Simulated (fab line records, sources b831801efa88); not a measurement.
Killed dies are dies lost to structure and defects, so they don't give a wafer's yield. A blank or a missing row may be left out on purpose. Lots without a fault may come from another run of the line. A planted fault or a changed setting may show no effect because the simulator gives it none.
fab line records | flow sky130
record lots=12 wafers=36 last_day=50
route steps=708 shown VIA1@460 METAL2@487 PAD_OPEN@708
lots that met no fault: from a run of the same line without faults
start_h: hours from the record's first day to the start of the lot's first wafer shown | wait_h: hours since the lot's step before | " the same as in the row above | L1.1+2: a row that stands for several wafers | - no value, or no start given | * or withheld: withheld | < > ~ a bound
route shown NAME@n: a module of which the file shows steps, and the number in the route of the first | usual: mean/standard deviation of fault-free wafers | same: alike in all rows | chamber/n: place in a boat | sites: the reading at each site | _std_site: their standard deviation | _edge_site: outer sites' mean less inner sites' | radius_mm: how far each site lies from the wafer's centre | mask NAME#n: copy n | behind: the tool/chamber that last shaped the wafer | hold: why the lot was held/for how many hours/how that ended | device: the transistor (n, p or np) that didn't switch | end of line: the same wafers' tests at the end of the route | a step without rows: its recipe alone | killed: dies lost to structure and defects at the first sort, not the wafer's yield | map: a wafer's dies, x killed, . not, _ none there
set.NAME: the setting as run; set.NAME@STEP: as run at that earlier step | model.NAME: the simulator's own value behind a step, which no gauge read
steps of the route over a sample of lots; a table a step, a row a wafer
services: from which hour (start_h, from the record's first day; less than 0 if before it) a tool's chamber was out of use, for how many hours, and why
## steps
# step SKY_VIA1_CMP_02
# recipe material=SiO2 down_force_psi=4 platen_rpm=60 pad_velocity_m_s=0.94248
# usual motor_current_A=12.2/0.94
# columns lot.wafer tool chamber start_h wait_h motor_current_A
L515.1 cmp-02 2 761.15 0.1 11.2
L515.4 " 0 " " 14.5
L515.5 " 2 " " 12.2
L516.4 cmp-02 3 776.77 0.1 10.9
L516.1 " 0 " " 14.5
L516.3 " 1 " " 12.4
L517.1 cmp-01 3 782.70 0.1 11.7
L517.3 " 0 " " 11.9
L517.6 " 3 " " 12.0
L520.1 cmp-02 2 806.56 0.1 11.5
L520.4 " 3 " " 11.2
L520.2 " 0 " " 14.0
L519.4 cmp-01 0 809.12 0.1 11.2
L519.3 " 1 " " 11.4
L519.5 " 3 " " 12.1
L521.4 cmp-01 0 818.62 0.1 11.9
L521.3 " 1 " " 11.1
L521.1 " 2 " " 13.5
L522.4 cmp-02 2 824.06 0.0 12.3
L522.1 " 1 " " 11.9
L522.6 " 2 " " 12.5
L524.3 cmp-01 1 835.97 0.0 11.5
L524.1 " 0 " " 12.2
L524.5 " 2 " " 13.0
L525.2 cmp-02 2 844.31 0.0 11.3
L525.1 " 0 " " 13.6
L525.6 " 3 " " 11.4
L526.4 cmp-02 3 854.24 0.0 10.7
L526.3 " 2 " " 12.3
L526.5 " 0 " " 13.5
L529.1 cmp-01 2 870.22 0.1 12.9
L529.3 " 0 " " 12.5
L529.6 " 1 " " 12.2
L537.1 cmp-01 2 933.87 0.1 14.0
L537.3 " 0 " " 12.5
L537.6 " 3 " " 11.8
# step SKY_VIA1_CVD_21
# recipe material=W target_thk_nm=270 time_s=80.902 temp_c=400 pressure_torr=40
# usual heater_power_w=841/79
# columns lot.wafer tool chamber start_h wait_h heater_power_w
L515.1 cvd_w-01 0 788.53 0.0 729
L515.4 " 1 " " 759
L515.5 " 1 " " 761
L516.1 cvd_w-01 1 804.56 0.0 763
L516.3 " 1 " " 769
L516.4 " 0 " " 759
L517.1 cvd_w-02 1 811.18 0.0 952
L517.3 " 1 " " 939
L517.6 " 0 " " 911
L520.1 cvd_w-02 1 834.34 0.0 958
L520.2 " 1 " " 935
L520.4 " 1 " " 961
L519.3 cvd_w-02 1 837.10 0.1 942
L519.4 " 1 " " 961
L519.5 " 1 " " 935
L521.1 cvd_w-02 1 845.66 0.0 945
L521.3 " 1 " " 925
L521.4 " 0 " " 901
L522.1 cvd_w-02 1 851.02 0.0 935
L522.4 " 0 " " 921
L522.6 " 1 " " 952
L524.1 cvd_w-01 1 863.47 0.0 774
L524.3 " 1 " " 779
L524.5 " 0 " " 744
L525.1 cvd_w-01 0 871.77 0.0 744
L525.2 " 1 " " 790
L525.6 " 0 " " 758
L526.3 cvd_w-02 0 881.78 0.1 905
L526.4 " 1 " " 928
L526.5 " 0 " " 918
L529.1 cvd_w-02 1 897.96 0.0 952
L529.3 " 0 " " 915
L529.6 " 0 " " 919
L537.1 cvd_w-01 1 959.59 0.0 792
L537.3 " 1 " " 785
L537.6 " 1 " " 774
# step SKY_METAL2_SPUTTER_04
# recipe material=TiN target_thk_nm=70 power_w=6500 time_s=58.3 chamber_pressure_pa=0.4
# usual chamber_pressure_pa=0.4000/0.00073 throttle_valve_pct=30.3/0.84
# columns lot.wafer tool chamber start_h wait_h chamber_pressure_pa throttle_valve_pct
L515.1 pvd_sputter-02 - 789.19 0.0 0.4005 31.2
L515.4 " - " " 0.3994 31.2
L515.5 " - " " 0.4013 31.2
L516.1 pvd_sputter-02 - 805.22 0.0 0.4003 30.0
L516.3 " - " " 0.4004 31.8
L516.4 " - " " 0.3998 31.4
L517.1 pvd_sputter-01 - 811.84 0.0 0.3987 31.5
L517.3 " - " " 0.4002 29.6
L517.6 " - " " 0.3984 31.6
L520.1 pvd_sputter-03 - 835.09 0.0 0.4013 30.4
L520.2 " - " " 0.4003 29.7
L520.4 " - " " 0.4003 30.6
L519.3 pvd_sputter-02 - 837.80 0.0 0.4005 31.5
L519.4 " - " " 0.4002 30.1
L519.5 " - " " 0.3994 31.4
L521.1 pvd_sputter-03 - 846.33 0.0 0.3991 29.9
L521.3 " - " " 0.3999 30.4
L521.4 " - " " 0.4001 29.5
L522.1 pvd_sputter-03 - 851.68 0.0 0.3997 30.3
L522.4 " - " " 0.4011 30.3
L522.6 " - " " 0.3999 29.9
L524.1 pvd_sputter-03 - 864.29 0.0 0.3995 30.5
L524.3 " - " " 0.3996 30.3
L524.5 " - " " 0.4004 30.2
L525.1 pvd_sputter-02 - 872.73 0.0 0.4003 31.3
L525.2 " - " " 0.4007 30.0
L525.6 " - " " 0.4001 32.2
L526.3 pvd_sputter-01 - 882.41 0.0 0.3992 29.7
L526.4 " - " " 0.4002 28.9
L526.5 " - " " 0.4002 28.9
L529.1 pvd_sputter-01 - 898.62 0.0 0.4003 28.8
L529.3 " - " " 0.4001 29.7
L529.6 " - " " 0.3992 30.9
L537.1 pvd_sputter-03 - 960.26 0.0 0.3766 31.4
L537.3 " - " " 0.4004 29.9
L537.6 " - " " 0.3782 31.3
# step SKY_METAL2_METAL_ETCH_19
# recipe target_depth_a=3600 stop_on=SiO2 over_etch_frac=0.3 time_s=78 chemistry=Cl2/BCl3 resist_sidewall_deg=88 pressure_mtorr=10 icp_w=900 bias_w=48.5 Cl2_flow_sccm=60 bcl3_flow_sccm=30
# usual drypump_motor_current_A=5.3/0.5 oes_product_au=0.854/0.0056 throttle_valve_pct=22.265/0.0081
# columns lot.wafer tool chamber start_h wait_h drypump_motor_current_A oes_product_au rf_hours_counter_h throttle_valve_pct
L515.1 rie_metal-04 0 817.01 0.0 4.9 0.853 7 22.262
L515.4 " 0 " " 4.9 0.841 - 22.267
L515.5 " 1 " " 4.7 0.847 - 22.261
L516.1 rie_metal-04 0 832.12 0.0 4.9 0.864 8 22.258
L516.3 " 1 " " 4.7 0.849 - 22.260
L516.4 " 0 " " 4.9 0.847 - 22.272
L517.1 rie_metal-02 1 838.27 0.0 5.9 0.853 2 22.270
L517.3 " 1 " " 5.9 0.856 - 22.265
L517.6 " 1 " " 5.9 0.860 - 22.259
L520.1 rie_metal-01 0 861.56 0.0 5.9 0.848 17 22.269
L520.2 " 1 " " 5.0 0.850 10 22.252
L520.4 " 0 " " 5.9 0.857 - 22.280
L519.3 rie_metal-02 0 863.50 0.1 5.3 0.856 - 22.260
L519.4 " 1 " " 5.9 0.860 - 22.268
L519.5 " 0 " " 5.3 0.860 - 22.280
L521.1 rie_metal-02 1 873.27 0.1 5.9 0.860 4 22.258
L521.3 " 1 " " 5.9 0.855 - 22.269
L521.4 " 1 " " 5.9 0.853 - 22.268
L522.1 rie_metal-02 1 878.25 0.1 5.9 0.856 5 22.266
L522.4 " 1 " " 5.9 0.865 - 22.269
L522.6 " 1 " " 5.9 0.855 - 22.261
L524.1 rie_metal-04 0 890.67 0.0 4.9 0.842 10 22.272
L524.3 " 0 " " 4.9 0.843 - 22.264
L524.5 " 0 " " 4.9 0.859 - 22.266
L525.1 rie_metal-04 0 899.57 0.0 4.9 0.862 11 22.255
L525.2 " 1 " " 4.7 0.851 9 22.265
L525.6 " 0 " " 4.9 0.855 - 22.274
L526.3 rie_metal-04 1 907.89 0.1 4.7 0.845 - 22.261
L526.4 " 0 " " 4.9 0.859 - 22.259
L526.5 " 0 " " 4.9 0.857 - 22.244
L529.1 rie_metal-01 1 924.02 0.0 5.0 0.865 13 22.273
L529.3 " 1 " " 5.0 0.849 - 22.260
L529.6 " 1 " " 5.0 0.846 - 22.251
L537.1 rie_metal-04 1 984.47 0.0 4.7 0.858 12 22.249
L537.3 " 0 " " 4.9 0.856 - 22.273
L537.6 " 1 " " 4.7 0.857 - 22.275
# step SKY_PAD_OPEN_PROBE_99
# usual defect_limited_yield=83.0/2 killed_at_M0_to_M3=43/7.1 killed_at_M4_up=3.1/1.7 killed_at_contacts=23/5.1 killed_at_front_end=14/4.4 killed_at_other=0.3/0.47 killed_dies=84/9.9 killed_open=45/6.6 killed_short=38/6.8 sort_bin_3_pad_short=0.8/0.4 sort_bin_5_function=10.1/1.4 sort_bin_6_memory=6.1/1.2 sort_n_pass=408/9.9 sort_yield_pct=83.0/2
# same gross_dies=492 killed_at_back_side=0 sort_bin_4_leakage[%]=0 sort_bin_8_speed[%]=0
# columns lot.wafer tool chamber start_h wait_h defect_limited_yield[%] killed_at_M0_to_M3 killed_at_M4_up killed_at_contacts killed_at_front_end killed_at_other killed_dies killed_open killed_short sort_bin_3_pad_short[%] sort_bin_5_function[%] sort_bin_6_memory[%] sort_n_pass sort_yield_pct[%]
L515.1 prober-02 - 1075.45 0.1 84.1 44 3 22 9 0 78 39 39 0.6 10.6 4.7 414 84.1
L515.4 prober-02 - 1075.60 0.2 84.8 39 1 22 13 0 75 38 37 0.2 8.7 6.3 417 84.8
L515.5 prober-02 - 1075.65 0.2 85.6 38 1 18 14 0 71 48 23 0.2 9.6 4.7 421 85.6
L521.1 prober-02 - 1120.61 0.1 83.7 44 1 28 7 0 80 42 38 1.6 9.8 4.9 412 83.7
L521.3 prober-02 - 1120.71 0.2 80.3 42 4 24 27 0 97 53 44 0.4 10.4 8.9 395 80.3
L521.4 prober-02 - 1120.76 0.2 82.3 40 5 22 19 1 87 39 48 0.4 11.2 6.1 405 82.3
L525.1 prober-01 - 1138.43 0.1 82.3 46 5 23 12 1 87 43 44 0.2 10.8 6.7 405 82.3
L525.2 prober-01 - 1138.48 0.1 85.0 35 1 28 10 0 74 43 31 0.4 9.6 5.1 418 85.0
L525.6 prober-01 - 1138.68 0.2 82.3 44 6 27 10 0 87 45 42 0.4 10.4 6.9 405 82.3
L526.3 prober-02 - 1143.90 0.2 83.9 36 4 20 19 0 79 43 36 1.0 9.3 5.7 413 83.9
L526.4 prober-02 - 1143.95 0.2 79.1 54 5 25 19 0 103 57 46 1.0 11.6 8.3 389 79.1
L526.5 prober-02 - 1144.00 0.2 82.5 50 3 24 9 0 86 41 45 1.4 9.1 6.9 406 82.5
L537.1 prober-01 - 1198.20 0.1 76.2 61 6 27 23 0 117 63 54 1.6 14.0 8.1 375 76.2
L537.3 prober-01 - 1198.30 0.2 85.2 41 2 24 6 0 73 41 32 0.8 8.9 5.1 419 85.2
L537.6 prober-01 - 1198.45 0.2 80.1 48 4 33 13 0 98 54 44 0.8 12.0 7.1 394 80.1
# killed by level:class
L515.1 VIA1:geometric_particle:open=8 METAL2:geometric_particle:short=8 LI_CONTACT:geometric_particle:open=5 CONTACT:geometric_particle:open=5 VIA3:geometric_particle:open=5 LOCAL_INTERCONNECT:geometric_particle:short=4 LI_CONTACT:geometric_particle:short=4 VIA2:geometric_particle:open=4
L515.4 CONTACT:geometric_particle:open=8 VIA2:geometric_particle:open=8 METAL2:geometric_particle:short=7 METAL1:geometric_particle:short=6 VIA1:geometric_particle:open=6 POLY_GATE:geometric_particle:short=4 LI_CONTACT:geometric_particle:open=4 LOCAL_INTERCONNECT:geometric_particle:short=4
L515.5 VIA1:geometric_particle:open=10 CONTACT:geometric_particle:open=7 POLY_GATE:geometric_particle:open=6 METAL2:geometric_particle:short=6 VIA3:geometric_particle:open=6 LI_CONTACT:geometric_particle:open=5 VIA2:geometric_particle:open=5 VIA1:geometric_particle:short=4
L521.1 CONTACT:geometric_particle:open=11 METAL1:geometric_particle:short=7 VIA1:geometric_particle:open=7 METAL2:geometric_particle:short=7 LI_CONTACT:geometric_particle:open=6 VIA2:geometric_particle:open=6 CONTACT:geometric_particle:short=5 VIA1:geometric_particle:short=5
L521.3 VIA1:geometric_particle:open=10 FIELD_ISO:geometric_particle:open=9 FIELD_ISO:geometric_particle:short=8 CONTACT:geometric_particle:open=8 VIA3:geometric_particle:open=8 POLY_GATE:geometric_particle:short=7 VIA2:geometric_particle:open=6 LI_CONTACT:geometric_particle:open=5
L521.4 CONTACT:geometric_particle:open=10 METAL2:geometric_particle:short=8 FIELD_ISO:geometric_particle:short=7 VIA1:geometric_particle:open=6 LOCAL_INTERCONNECT:geometric_particle:short=5 METAL1:geometric_particle:short=4 VIA2:geometric_particle:short=4 VIA3:geometric_particle:open=4
L525.1 CONTACT:geometric_particle:open=11 METAL2:geometric_particle:short=9 VIA2:geometric_particle:open=7 VIA1:geometric_particle:open=6 LI_CONTACT:geometric_particle:open=6 VIA2:geometric_particle:short=6 POLY_GATE:geometric_particle:open=4 CONTACT:geometric_particle:short=4
L525.2 CONTACT:geometric_particle:open=17 VIA1:geometric_particle:open=10 METAL1:geometric_particle:short=6 METAL2:geometric_particle:short=5 VIA2:geometric_particle:open=5 LI_CONTACT:geometric_particle:open=4 CONTACT:geometric_particle:short=4 FIELD_ISO:geometric_particle:open=3
L525.6 CONTACT:geometric_particle:open=14 VIA1:geometric_particle:open=13 METAL2:geometric_particle:short=9 VIA3:geometric_particle:open=7 METAL1:geometric_particle:short=6 FIELD_ISO:geometric_particle:short=4 LI_CONTACT:geometric_particle:open=4 LOCAL_INTERCONNECT:geometric_particle:short=4
L526.3 VIA1:geometric_particle:open=9 VIA2:geometric_particle:open=7 POLY_GATE:geometric_particle:short=6 POLY_GATE:geometric_particle:open=6 CONTACT:geometric_particle:open=6 METAL1:geometric_particle:short=5 FIELD_ISO:geometric_particle:short=4 CONTACT:geometric_particle:short=4
L526.4 VIA1:geometric_particle:open=11 VIA2:geometric_particle:open=10 LI_CONTACT:geometric_particle:open=9 METAL2:geometric_particle:short=8 METAL3:geometric_particle:short=7 FIELD_ISO:geometric_particle:short=6 POLY_GATE:geometric_particle:open=5 CONTACT:geometric_particle:open=5
L526.5 VIA1:geometric_particle:open=13 METAL1:geometric_particle:short=11 CONTACT:geometric_particle:short=8 CONTACT:geometric_particle:open=8 VIA2:geometric_particle:open=7 LI_CONTACT:geometric_particle:open=4 METAL2:geometric_particle:short=4 VIA2:geometric_particle:short=4
L537.1 VIA1:geometric_particle:open=11 CONTACT:geometric_particle:open=9 LI_CONTACT:geometric_particle:open=9 VIA3:geometric_particle:open=9 METAL2:geometric_particle:short=9 VIA1:geometric_particle:short=8 CONTACT:geometric_particle:short=8 VIA2:geometric_particle:open=7
L537.3 VIA3:geometric_particle:open=10 VIA1:geometric_particle:open=9 METAL1:geometric_particle:short=7 CONTACT:geometric_particle:short=6 CONTACT:geometric_particle:open=6 VIA2:geometric_particle:open=6 LI_CONTACT:geometric_particle:short=4 LI_CONTACT:geometric_particle:open=3
L537.6 CONTACT:geometric_particle:open=12 LI_CONTACT:geometric_particle:open=10 VIA1:geometric_particle:open=9 VIA1:geometric_particle:short=7 FIELD_ISO:geometric_particle:short=6 METAL2:geometric_particle:short=6 VIA3:geometric_particle:open=6 VIA2:geometric_particle:open=5
## services
# columns tool chamber start_h hours kind
cmp-02 - 740.65 0.8 repair
cmp-01 - 744.00 4.0 pm
cmp-02 - 757.69 0.4 repair
cmp-01 - 763.25 1.4 repair
cmp-02 - 767.04 6.2 pm
cvd_w-02 1 792.28 5.0 repair
pvd_sputter-03 - 798.98 1.0 repair
cvd_w-02 0 834.12 5.1 repair
rie_metal-04 - 845.63 0.4 repair
cmp-02 - 845.88 1.7 repair
cmp-02 - 848.20 1.6 repair
cmp-02 - 863.62 8.1 pm
cmp-01 - 871.73 7.7 pm
cmp-02 - 880.56 7.6 pm
rie_metal-04 - 883.74 0.8 repair
cvd_w-02 - 904.00 14.0 pm
cmp-02 - 912.02 4.0 pm
cmp-02 - 914.58 6.1 repair
cvd_w-02 - 918.00 14.6 pm
cmp-02 - 926.61 0.6 repair
cmp-02 - 938.89 0.2 repair
rie_metal-04 - 953.81 15.6 pm
cvd_w-02 - 975.06 0.7 repair
cvd_w-02 - 977.69 1.2 repair
## key
first_sign step=SKY_METAL2_SPUTTER_04 reading=chamber_pressure_pa direction=down sigmas=31 usual=0.4000 struck=0.3774
effect none on later readings
met_at SKY_METAL2_SPUTTER_04
struck_lots L537
struck_wafers L537.1,L537.6
not_acting_at SKY_VIA1_CMP_02,SKY_VIA1_CVD_21,SKY_METAL2_METAL_ETCH_19
onset_between 864.29 960.26
fault kind=process_parameter_drift tool=pvd_sputter-03 chamber=- onset_h=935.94 steps=SKY_METAL2_SPUTTER_04 channel=chamber_pressure_pa offset=-0.021918 shape=step end_h=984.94 acts_in=these_recipes_only stated=0.4 scope=struck_wafers_only
